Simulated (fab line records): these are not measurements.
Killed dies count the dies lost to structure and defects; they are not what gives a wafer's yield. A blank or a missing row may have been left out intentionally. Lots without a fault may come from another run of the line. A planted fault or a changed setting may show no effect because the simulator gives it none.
fab line records	flow sky130
[record] lots = 24	wafers = 72	last_day = 50
route steps=708 shown VIA2@522 METAL3@536 CAPM@539
lots that met no fault: taken from a fault-free run of the same line
start_h: hours from the record's first day to the start of the lot's first wafer shown	wait_h: hours elapsed since this lot's preceding step	" as in the row above	L1.1+2: a single row standing in for several wafers	- either no value or no given start	* or withheld: withheld	< > ~ a bound
route shown NAME@n: NAME is a module with steps in the file, n the number in the route of the first one	usual: mean and standard deviation over wafers with no fault	same: alike in all rows	chamber/n: place in a boat	sites: readings site by site	_std_site: standard deviation across them	_edge_site: mean of outer sites minus mean of inner sites	radius_mm: how far each site lies from the wafer's centre	mask NAME#n: copy n	behind: the last tool/chamber to shape the wafer	hold: what put the lot on hold/how long, in hours/how the hold closed	device: which transistor (n, p or np) failed to switch	end of line: at the end of the route, the tests of the same wafers	step lacking rows: just its recipe	killed: not the wafer's yield, but the dies lost to structure and defects at the first sort	map: a wafer's dies, marking killed ones x, the rest . and places with no die _
set.NAME: the setting the step ran with; set.NAME@STEP: the setting that earlier step ran with	model.NAME: the simulator's own value behind a step, which no gauge read
steps of the route over a sample of lots; a table a step, a row a wafer
services: a tool's chamber out of use, with start hour (start_h, from the record's first day; less than 0 if before it), hours out, and reason
[[steps]]
[step SKY_VIA2_ETCH_15]
[recipe] target = SiO2	chemistry = C4F8/O2/Ar	target_depth_nm = 546	stop_on = TiN	mask_material = KrF-thick	source_w = 1500	bias_w = 1200	pressure_mtorr = 40	c4f8_flow_sccm = withheld	O2_flow_sccm = 6	Ar_flow_sccm = 300	time_s = 84
[usual] oes_product_au = 0.939/0.0044
lot.wafer	tool	chamber	start_h	wait_h	oes_product_au	rf_hours_counter_h
L074.2	rie_diel-04	1	847.17	0.0	0.948	19
L074.5	"	1	"	"	0.937	-
L074.6	"	3	"	"	0.939	-
L075.2	rie_diel-03	0	855.53	0.0	0.944	17
L075.3	"	1	"	"	0.945	11
L075.6	"	1	"	"	0.943	-
L076.1	rie_diel-04	3	885.92	0.0	0.942	10
L076.3	"	0	"	"	0.938	16
L076.6	"	0	"	"	0.950	-
L077.2	rie_diel-04	0	888.04	0.0	0.943	16
L077.4	"	2	"	"	0.941	1
L077.5	"	3	"	"	0.943	-
L079.1	rie_diel-03	2	891.04	0.0	0.943	19
L079.2	"	1	"	"	0.933	13
L079.4	"	3	"	"	0.938	18
L078.1	rie_diel-01	3	891.72	0.0	0.942	2
L078.2	"	0	"	"	0.931	15
L078.4	"	2	"	"	0.934	27
L080.1	rie_diel-01	1	892.07	0.0	0.943	17
L080.2	"	3	"	"	0.944	2
L080.5	"	0	"	"	0.942	-
L081.1	rie_diel-01	3	896.62	0.0	0.945	2
L081.3	"	2	"	"	0.938	27
L081.4	"	1	"	"	0.940	17
L082.1	rie_diel-03	2	911.22	0.0	0.934	20
L082.5	"	1	"	"	0.935	-
L082.6	"	0	"	"	0.938	-
L083.2	rie_diel-01	3	915.19	0.0	0.942	2
L083.5	"	1	"	"	0.933	-
L083.6	"	0	"	"	0.938	-
L085.4	rie_diel-03	3	925.19	0.0	0.938	19
L085.5	"	3	"	"	0.936	-
L085.6	"	2	"	"	0.942	-
L084.1	rie_diel-01	1	925.60	0.0	0.934	18
L084.4	"	0	"	"	0.935	16
L084.5	"	3	"	"	0.936	-
L086.1	rie_diel-03	0	941.95	0.0	0.941	20
L086.3	"	3	"	"	0.951	19
L086.4	"	1	"	"	0.939	14
L089.2	rie_diel-03	3	969.59	0.0	0.943	20
L089.3	"	0	"	"	0.943	21
L089.4	"	2	"	"	0.942	22
L087.1	rie_diel-01	0	971.04	0.0	0.946	17
L087.3	"	1	"	"	0.947	19
L087.4	"	2	"	"	0.947	1
L088.3	rie_diel-03	3	971.17	0.0	0.937	20
L088.4	"	2	"	"	0.935	22
L088.5	"	2	"	"	0.940	-
L090.2	rie_diel-04	2	972.70	0.0	0.944	3
L090.3	"	0	"	"	0.943	19
L090.4	"	1	"	"	0.938	1
L091.4	rie_diel-01	0	974.44	0.0	0.935	17
L091.5	"	2	"	"	0.936	-
L091.6	"	1	"	"	0.936	-
L092.3	rie_diel-04	2	977.05	0.0	0.933	3
L092.4	"	1	"	"	0.946	1
L092.6	"	1	"	"	0.943	-
L093.3	rie_diel-03	3	978.50	0.0	0.940	20
L093.4	"	0	"	"	0.938	21
L093.5	"	1	"	"	0.945	-
L094.2	rie_diel-01	0	992.00	0.0	0.938	18
L094.3	"	3	"	"	0.934	4
L094.6	"	2	"	"	0.942	-
L095.2	rie_diel-04	2	996.90	0.0	0.940	4
L095.3	"	0	"	"	0.935	20
L095.6	"	0	"	"	0.939	-
L096.4	rie_diel-04	3	1001.39	0.0	0.939	13
L096.5	"	3	"	"	0.942	-
L096.6	"	2	"	"	0.938	-
L097.1	rie_diel-04	1	1003.59	0.0	0.943	2
L097.3	"	0	"	"	0.946	20
L097.4	"	3	"	"	0.941	13
[step SKY_VIA2_RS_MEAS_22]
[recipe] thk_meas_gauge = four-point-probe	reads = W_of_VIA2_CVD_21+TiN_of_VIA2_SPUTTER_20
[usual] VIA2_W_RS = 0.2718/0.0023
lot.wafer	tool	chamber	start_h	wait_h	VIA2_W_RS[ohm/sq]
L074.2	film_metro-01	-	848.14	0.1	0.2745
L074.5	"	-	"	"	0.2700
L074.6	"	-	"	"	0.2707
L075.2	film_metro-01	-	856.48	0.1	0.2721
L075.3	"	-	"	"	0.2724
L075.6	"	-	"	"	0.2698
L076.1	film_metro-02	-	886.81	0.1	0.2719
L076.3	"	-	"	"	0.2760
L076.6	"	-	"	"	0.2765
L077.2	film_metro-04	-	888.95	0.1	0.2712
L077.4	"	-	"	"	0.2689
L077.5	"	-	"	"	0.2700
L079.1	film_metro-04	-	891.93	0.1	0.2704
L079.2	"	-	"	"	0.2707
L079.4	"	-	"	"	0.2726
L078.1	film_metro-04	-	892.58	0.1	0.2749
L078.2	"	-	"	"	0.2730
L078.4	"	-	"	"	0.2727
L080.1	film_metro-02	-	893.00	0.2	0.2754
L080.2	"	-	"	"	0.2746
L080.5	"	-	"	"	0.2752
L081.1	film_metro-01	-	897.50	0.1	0.2683
L081.3	"	-	"	"	0.2744
L081.4	"	-	"	"	0.2684
L082.1	film_metro-04	-	912.06	0.1	0.2703
L082.5	"	-	"	"	0.2712
L082.6	"	-	"	"	0.2719
L083.2	film_metro-02	-	916.18	0.1	0.2705
L083.5	"	-	"	"	0.2749
L083.6	"	-	"	"	0.2741
L085.4	film_metro-01	-	926.13	0.1	0.2761
L085.5	"	-	"	"	0.2693
L085.6	"	-	"	"	0.2704
L084.1	film_metro-01	-	926.48	0.1	0.2754
L084.4	"	-	"	"	0.2706
L084.5	"	-	"	"	0.2691
L086.1	film_metro-04	-	942.80	0.1	0.2714
L086.3	"	-	"	"	0.2732
L086.4	"	-	"	"	0.2738
L089.2	film_metro-02	-	970.49	0.1	0.2690
L089.3	"	-	"	"	0.2682
L089.4	"	-	"	"	0.2718
L087.1	film_metro-02	-	971.89	0.1	0.2685
L087.3	"	-	"	"	0.2700
L087.4	"	-	"	"	0.2704
L088.3	film_metro-04	-	972.08	0.1	0.2758
L088.4	"	-	"	"	0.2720
L088.5	"	-	"	"	0.2725
L090.2	film_metro-02	-	973.57	0.1	0.2736
L090.3	"	-	"	"	0.2732
L090.4	"	-	"	"	0.2710
L091.4	film_metro-02	-	975.36	0.1	0.2705
L091.5	"	-	"	"	0.2712
L091.6	"	-	"	"	0.2737
L092.3	film_metro-02	-	977.94	0.1	0.2746
L092.4	"	-	"	"	0.2753
L092.6	"	-	"	"	0.2747
L093.3	film_metro-01	-	979.39	0.1	0.2694
L093.4	"	-	"	"	0.2720
L093.5	"	-	"	"	0.2712
L094.2	film_metro-01	-	992.87	0.1	0.2718
L094.3	"	-	"	"	0.2717
L094.6	"	-	"	"	0.2698
L095.2	film_metro-02	-	997.77	0.1	0.2692
L095.3	"	-	"	"	0.2706
L095.6	"	-	"	"	0.2726
L096.4	film_metro-02	-	1002.30	0.1	0.2710
L096.5	"	-	"	"	0.2697
L096.6	"	-	"	"	0.2731
L097.1	film_metro-04	-	1004.44	0.1	0.2767
L097.3	"	-	"	"	0.2728
L097.4	"	-	"	"	0.2749
[step SKY_METAL3_SPUTTER_04]
[recipe] material = TiN	target_thk_nm = 70	power_w = 6500	time_s = 58.3	chamber_pressure_pa = 0.4
[usual] throttle_valve_pct = 30.4/1
lot.wafer	tool	chamber	start_h	wait_h	throttle_valve_pct
L074.2	pvd_sputter-02	-	848.71	0.0	30.7
L074.5	"	-	"	"	30.6
L074.6	"	-	"	"	31.4
L075.2	pvd_sputter-03	-	859.08	0.0	30.5
L075.3	"	-	"	"	30.4
L075.6	"	-	"	"	30.4
L076.1	pvd_sputter-02	-	887.39	0.0	31.2
L076.3	"	-	"	"	29.8
L076.6	"	-	"	"	31.2
L077.2	pvd_sputter-01	-	889.51	0.0	28.6
L077.4	"	-	"	"	29.1
L077.5	"	-	"	"	29.8
L079.1	pvd_sputter-01	-	892.51	0.0	29.8
L079.2	"	-	"	"	29.2
L079.4	"	-	"	"	28.9
L078.1	pvd_sputter-01	-	893.16	0.0	29.7
L078.2	"	-	"	"	29.2
L078.4	"	-	"	"	28.7
L080.1	pvd_sputter-01	-	893.58	0.0	30.2
L080.2	"	-	"	"	31.2
L080.5	"	-	"	"	29.0
L081.1	pvd_sputter-03	-	898.08	0.0	30.1
L081.3	"	-	"	"	32.3
L081.4	"	-	"	"	30.2
L082.1	pvd_sputter-03	-	916.99	0.0	30.4
L082.5	"	-	"	"	30.4
L082.6	"	-	"	"	29.7
L083.2	pvd_sputter-01	-	918.79	0.0	31.2
L083.5	"	-	"	"	31.5
L083.6	"	-	"	"	28.9
L085.4	pvd_sputter-01	-	926.65	0.0	28.7
L085.5	"	-	"	"	28.6
L085.6	"	-	"	"	31.3
L084.1	pvd_sputter-02	-	927.07	0.0	31.3
L084.4	"	-	"	"	30.6
L084.5	"	-	"	"	31.3
L086.1	pvd_sputter-02	-	943.38	0.0	29.4
L086.3	"	-	"	"	30.1
L086.4	"	-	"	"	31.7
L089.2	pvd_sputter-02	-	971.05	0.0	30.7
L089.3	"	-	"	"	30.9
L089.4	"	-	"	"	32.0
L087.1	pvd_sputter-01	-	972.47	0.0	30.0
L087.3	"	-	"	"	28.9
L087.4	"	-	"	"	28.7
L088.3	pvd_sputter-03	-	972.63	0.0	30.6
L088.4	"	-	"	"	32.2
L088.5	"	-	"	"	32.0
L090.2	pvd_sputter-03	-	974.14	0.0	29.8
L090.3	"	-	"	"	30.3
L090.4	"	-	"	"	30.4
L091.4	pvd_sputter-02	-	975.88	0.0	30.7
L091.5	"	-	"	"	31.4
L091.6	"	-	"	"	30.5
L092.3	pvd_sputter-01	-	978.65	0.0	31.4
L092.4	"	-	"	"	28.7
L092.6	"	-	"	"	28.5
L093.3	pvd_sputter-03	-	980.09	0.0	29.8
L093.4	"	-	"	"	32.0
L093.5	"	-	"	"	30.3
L094.2	pvd_sputter-03	-	993.52	0.0	30.3
L094.3	"	-	"	"	29.8
L094.6	"	-	"	"	32.1
L095.2	pvd_sputter-03	-	998.33	0.0	30.4
L095.3	"	-	"	"	30.1
L095.6	"	-	"	"	32.2
L096.4	pvd_sputter-03	-	1002.82	0.0	30.0
L096.5	"	-	"	"	30.7
L096.6	"	-	"	"	32.3
L097.1	pvd_sputter-03	-	1005.02	0.0	30.3
L097.3	"	-	"	"	30.5
L097.4	"	-	"	"	32.4
[step SKY_CAPM_SPUTTER_02]
[recipe] material = TiN	target_thk_nm = 200	temp_c = 300	power_w = 6500	time_s = 166.7	chamber_pressure_pa = 0.4
[usual] throttle_valve_pct = 29.8/0.71
lot.wafer	tool	chamber	start_h	wait_h	throttle_valve_pct
L074.2	pvd_sputter-01	-	848.84	0.0	29.2
L074.5	"	-	"	"	29.3
L074.6	"	-	"	"	29.9
L075.2	pvd_sputter-04	-	859.22	0.0	29.8
L075.3	"	-	"	"	30.6
L075.6	"	-	"	"	29.6
L076.1	pvd_sputter-04	-	887.52	0.1	29.2
L076.3	"	-	"	"	28.8
L076.6	"	-	"	"	30.5
L077.2	pvd_sputter-03	-	889.64	0.0	31.9
L077.4	"	-	"	"	30.3
L077.5	"	-	"	"	29.9
L079.1	pvd_sputter-03	-	892.64	0.1	30.7
L079.2	"	-	"	"	30.6
L079.4	"	-	"	"	32.1
L078.1	pvd_sputter-04	-	893.30	0.1	29.4
L078.2	"	-	"	"	29.5
L078.4	"	-	"	"	29.9
L080.1	pvd_sputter-04	-	893.71	0.1	30.1
L080.2	"	-	"	"	29.4
L080.5	"	-	"	"	30.2
L081.1	pvd_sputter-04	-	898.21	0.1	30.3
L081.3	"	-	"	"	29.0
L081.4	"	-	"	"	29.2
L082.1	pvd_sputter-04	-	917.12	0.1	30.0
L082.5	"	-	"	"	30.0
L082.6	"	-	"	"	29.4
L083.2	pvd_sputter-03	-	918.92	0.0	29.7
L083.5	"	-	"	"	30.3
L083.6	"	-	"	"	29.9
L085.4	pvd_sputter-03	-	926.84	0.1	30.7
L085.5	"	-	"	"	30.7
L085.6	"	-	"	"	29.6
L084.1	pvd_sputter-01	-	927.20	0.1	28.8
L084.4	"	-	"	"	31.5
L084.5	"	-	"	"	29.1
L086.1	pvd_sputter-04	-	943.51	0.1	29.3
L086.3	"	-	"	"	29.4
L086.4	"	-	"	"	30.1
L089.2	pvd_sputter-04	-	971.18	0.0	29.9
L089.3	"	-	"	"	30.2
L089.4	"	-	"	"	29.3
L087.1	pvd_sputter-04	-	972.60	0.1	30.4
L087.3	"	-	"	"	29.3
L087.4	"	-	"	"	29.2
L088.3	pvd_sputter-01	-	972.76	0.0	29.1
L088.4	"	-	"	"	30.0
L088.5	"	-	"	"	28.5
L090.2	pvd_sputter-04	-	974.27	0.0	29.5
L090.3	"	-	"	"	29.9
L090.4	"	-	"	"	29.2
L091.4	pvd_sputter-04	-	976.01	0.0	29.8
L091.5	"	-	"	"	28.9
L091.6	"	-	"	"	30.1
L092.3	pvd_sputter-04	-	978.79	0.0	29.8
L092.4	"	-	"	"	29.3
L092.6	"	-	"	"	30.2
L093.3	pvd_sputter-04	-	980.23	0.0	29.5
L093.4	"	-	"	"	29.9
L093.5	"	-	"	"	30.1
L094.2	pvd_sputter-01	-	993.65	0.0	29.8
L094.3	"	-	"	"	31.1
L094.6	"	-	"	"	28.7
L095.2	pvd_sputter-01	-	998.46	0.0	29.6
L095.3	"	-	"	"	29.2
L095.6	"	-	"	"	28.8
L096.4	pvd_sputter-01	-	1002.96	0.0	30.2
L096.5	"	-	"	"	31.2
L096.6	"	-	"	"	28.5
L097.1	pvd_sputter-04	-	1005.15	0.1	29.5
L097.3	"	-	"	"	29.6
L097.4	"	-	"	"	30.2
[step SKY_CAPM_STRIP_14]
[recipe] chemistry = O2/N2	power_w = 1400	pressure_mtorr = 1500	platen_temp_c = withheld	o2_flow_sccm = 3000	n2_flow_sccm = 304.9	overash_fraction = 0.5
[usual] drypump_motor_current_A = 5.70/0.2	oes_product_au = 0.711/0.0047	strip_time_to_endpoint_s = 12.64/0.047
lot.wafer	tool	chamber	start_h	wait_h	drypump_motor_current_A	oes_product_au	rf_hours_counter_h	strip_time_to_endpoint_s
L074.2	plasma_asher-03	0	875.22	0.1	5.81	0.715	77	12.67
L074.5	"	0	"	"	5.78	0.715	-	12.64
L074.6	"	1	"	"	5.42	0.704	-	12.67
L075.2	plasma_asher-03	1	884.82	0.1	5.43	0.715	78	12.71
L075.3	"	0	"	"	5.80	0.702	-	12.71
L075.6	"	1	"	"	5.41	0.714	-	12.64
L076.1	plasma_asher-04	0	912.42	0.1	5.72	0.707	17	12.70
L076.3	"	1	"	"	5.55	0.707	-	12.68
L076.6	"	0	"	"	5.74	0.712	-	12.75
L077.2	plasma_asher-03	0	914.55	0.1	5.79	0.714	81	12.64
L077.4	"	1	"	"	5.42	0.707	-	12.61
L077.5	"	0	"	"	5.78	0.706	-	12.58
L079.1	plasma_asher-03	0	917.51	0.1	5.81	0.710	81	12.67
L079.2	"	1	"	"	5.42	0.709	81	12.68
L079.4	"	0	"	"	5.74	0.709	-	12.66
L078.1	plasma_asher-04	0	918.22	0.1	5.75	0.718	17	12.56
L078.2	"	1	"	"	5.58	0.703	17	12.55
L078.4	"	0	"	"	5.74	0.722	-	12.51
L080.1	plasma_asher-04	1	918.63	0.1	5.56	0.717	18	12.62
L080.2	"	0	"	"	5.73	0.712	18	12.58
L080.5	"	0	"	"	5.75	0.723	-	12.59
L081.1	plasma_asher-04	1	922.68	0.1	5.54	0.712	18	12.64
L081.3	"	1	"	"	5.59	0.704	-	12.64
L081.4	"	0	"	"	5.72	0.715	-	12.61
L082.1	plasma_asher-03	0	941.18	0.1	5.75	0.709	83	12.67
L082.5	"	1	"	"	5.43	0.707	-	12.71
L082.6	"	0	"	"	5.76	0.712	-	12.68
L083.2	plasma_asher-04	1	943.18	0.1	5.60	0.711	20	12.58
L083.5	"	0	"	"	5.74	0.704	-	12.60
L083.6	"	1	"	"	5.58	0.714	-	12.55
L085.4	plasma_asher-04	1	951.36	0.1	5.63	0.713	-	12.63
L085.5	"	1	"	"	5.61	0.712	-	12.63
L085.6	"	0	"	"	5.73	0.711	-	12.63
L084.1	plasma_asher-03	0	951.93	0.1	5.82	0.714	85	12.63
L084.4	"	0	"	"	5.74	0.715	-	12.65
L084.5	"	1	"	"	5.41	0.706	-	12.65
L086.1	plasma_asher-04	1	968.18	0.1	5.60	0.711	22	12.68
L086.3	"	0	"	"	5.71	0.709	-	12.62
L086.4	"	1	"	"	5.62	0.713	-	12.63
L089.2	plasma_asher-02	0	994.66	0.1	5.66	0.703	55	12.69
L089.3	"	1	"	"	6.11	0.712	-	12.69
L089.4	"	0	"	"	5.68	0.706	-	12.67
L087.1	plasma_asher-02	0	996.33	0.1	5.66	0.720	55	12.66
L087.3	"	1	"	"	6.12	0.705	-	12.68
L087.4	"	0	"	"	5.67	0.710	-	12.60
L088.3	plasma_asher-04	1	996.49	0.1	5.62	0.710	-	12.65
L088.4	"	0	"	"	5.71	0.713	-	12.56
L088.5	"	0	"	"	5.71	0.719	-	12.57
L090.2	plasma_asher-02	1	997.63	0.1	6.12	0.711	55	12.66
L090.3	"	1	"	"	6.12	0.705	-	12.64
L090.4	"	0	"	"	5.66	0.711	-	12.66
L091.4	plasma_asher-03	0	998.64	0.1	5.80	0.711	-	12.72
L091.5	"	1	"	"	5.40	0.703	-	12.64
L091.6	"	0	"	"	5.80	0.711	-	12.68
L092.3	plasma_asher-02	1	1001.87	0.1	6.12	0.707	-	12.61
L092.4	"	0	"	"	5.65	0.713	-	12.62
L092.6	"	0	"	"	5.66	0.718	-	12.62
L093.3	plasma_asher-03	0	1002.59	0.1	5.79	0.705	-	12.67
L093.4	"	1	"	"	5.42	0.713	-	12.76
L093.5	"	0	"	"	5.80	0.718	-	12.72
L094.2	plasma_asher-02	1	1016.10	0.1	6.15	0.715	57	12.64
L094.3	"	0	"	"	5.68	0.713	-	12.59
L094.6	"	1	"	"	6.13	0.711	-	12.63
L095.2	plasma_asher-03	1	1020.76	0.1	5.41	0.714	92	12.68
L095.3	"	0	"	"	5.77	0.713	-	12.67
L095.6	"	0	"	"	5.81	0.702	-	12.64
L096.4	plasma_asher-04	1	1024.82	0.1	5.62	0.717	-	12.61
L096.5	"	0	"	"	5.74	0.701	-	12.62
L096.6	"	1	"	"	5.59	0.703	-	12.58
L097.1	plasma_asher-02	0	1026.98	0.1	5.67	0.706	58	12.69
L097.3	"	0	"	"	5.68	0.713	-	12.68
L097.4	"	1	"	"	6.13	0.712	-	12.69
[step SKY_METAL3_ETCH_17]
[recipe] target = SiO2	stop_on = TiN	chemistry = C4F8/O2/Ar	source_w = 1500	bias_w = 1200	pressure_mtorr = 40	c4f8_flow_sccm = withheld	O2_flow_sccm = 6	Ar_flow_sccm = 300	time_s = 3.9	target_depth_a = 150
[usual] oes_product_au = 0.753/0.007
lot.wafer	tool	chamber	start_h	wait_h	oes_product_au	rf_hours_counter_h
L074.2	rie_diel-02	2	901.30	0.1	0.751	21
L074.5	"	0	"	"	0.753	-
L074.6	"	3	"	"	0.748	-
L075.2	rie_diel-04	2	909.89	0.1	0.743	2
L075.3	"	3	"	"	0.752	11
L075.6	"	2	"	"	0.743	-
L076.1	rie_diel-02	2	937.85	0.1	0.750	22
L076.3	"	0	"	"	0.747	12
L076.6	"	2	"	"	0.744	-
L077.2	rie_diel-03	0	938.68	0.1	0.755	20
L077.4	"	3	"	"	0.755	19
L077.5	"	3	"	"	0.763	-
L079.1	rie_diel-02	3	942.39	0.1	0.756	13
L079.2	"	1	"	"	0.752	19
L079.4	"	2	"	"	0.765	-
L078.1	rie_diel-03	1	943.53	0.1	0.755	14
L078.2	"	0	"	"	0.744	20
L078.4	"	3	"	"	0.744	19
L080.1	rie_diel-04	0	943.82	0.1	0.759	18
L080.2	"	1	"	"	0.751	0
L080.5	"	0	"	"	0.761	-
L081.1	rie_diel-03	3	947.79	0.1	0.743	19
L081.3	"	1	"	"	0.755	14
L081.4	"	2	"	"	0.757	21
L082.1	rie_diel-03	2	966.69	0.1	0.753	22
L082.5	"	0	"	"	0.752	-
L082.6	"	3	"	"	0.760	-
L083.2	rie_diel-04	2	967.90	0.1	0.754	3
L083.5	"	1	"	"	0.754	-
L083.6	"	2	"	"	0.763	-
L085.4	rie_diel-03	3	976.79	0.0	0.766	20
L085.5	"	3	"	"	0.764	-
L085.6	"	0	"	"	0.757	-
L084.1	rie_diel-03	0	977.40	0.1	0.753	21
L084.4	"	3	"	"	0.755	20
L084.5	"	1	"	"	0.756	-
L086.1	rie_diel-03	1	991.80	0.1	0.742	16
L086.3	"	0	"	"	0.750	22
L086.4	"	2	"	"	0.762	22
L089.2	rie_diel-03	0	1018.17	0.1	0.749	22
L089.3	"	2	"	"	0.757	23
L089.4	"	1	"	"	0.758	16
L087.1	rie_diel-03	3	1019.63	0.2	0.746	21
L087.3	"	2	"	"	0.751	23
L087.4	"	1	"	"	0.770	16
L088.3	rie_diel-02	3	1019.84	0.0	0.739	16
L088.4	"	0	"	"	0.756	15
L088.5	"	2	"	"	0.747	-
L090.2	rie_diel-03	0	1020.19	0.1	0.747	23
L090.3	"	3	"	"	0.766	21
L090.4	"	2	"	"	0.768	23
L091.4	rie_diel-04	0	1021.54	0.0	0.754	20
L091.5	"	1	"	"	0.767	-
L091.6	"	0	"	"	0.749	-
L092.3	rie_diel-04	0	1024.45	0.0	0.764	20
L092.4	"	2	"	"	0.755	5
L092.6	"	2	"	"	0.768	-
L093.3	rie_diel-03	1	1025.43	0.0	0.757	17
L093.4	"	0	"	"	0.761	23
L093.5	"	3	"	"	0.763	-
L094.2	rie_diel-04	3	1038.83	0.1	0.754	14
L094.3	"	0	"	"	0.752	21
L094.6	"	1	"	"	0.767	-
L095.2	rie_diel-04	2	1044.33	0.1	0.757	5
L095.3	"	3	"	"	0.748	14
L095.6	"	1	"	"	0.751	-
L096.4	rie_diel-03	3	1048.63	0.0	0.748	22
L096.5	"	0	"	"	0.762	-
L096.6	"	1	"	"	0.761	-
L097.1	rie_diel-02	1	1050.64	0.1	0.737	23
L097.3	"	2	"	"	0.748	26
L097.4	"	0	"	"	0.752	16
[[services]]
tool	chamber	start_h	hours	kind
rie_diel-04	-	829.56	4.3	pm
rie_diel-04	2	851.18	3.6	repair
rie_diel-01	0	855.01	3.0	repair
rie_diel-03	1	869.56	4.3	repair
rie_diel-02	0	881.31	9.3	repair
plasma_asher-04	-	883.69	1.8	repair
rie_diel-03	-	896.63	2.2	repair
pvd_sputter-04	-	905.74	6.3	repair
pvd_sputter-02	-	905.93	6.7	repair
pvd_sputter-02	-	907.84	5.2	repair
pvd_sputter-02	-	914.69	4.2	repair
rie_diel-04	1	916.11	4.3	repair
rie_diel-04	-	924.05	3.3	repair
rie_diel-02	2	929.06	3.3	repair
rie_diel-01	0	937.64	1.4	repair
plasma_asher-04	-	938.07	1.4	repair
pvd_sputter-01	-	946.54	2.2	repair
rie_diel-03	3	956.89	4.4	repair
rie_diel-04	1	968.21	3.4	repair
pvd_sputter-02	-	980.54	13.6	repair
rie_diel-04	-	1011.67	0.8	repair
rie_diel-04	-	1012.47	2.8	pm
rie_diel-04	1	1026.08	1.6	repair
pvd_sputter-04	-	1044.59	3.3	repair
[[key]]
fault none
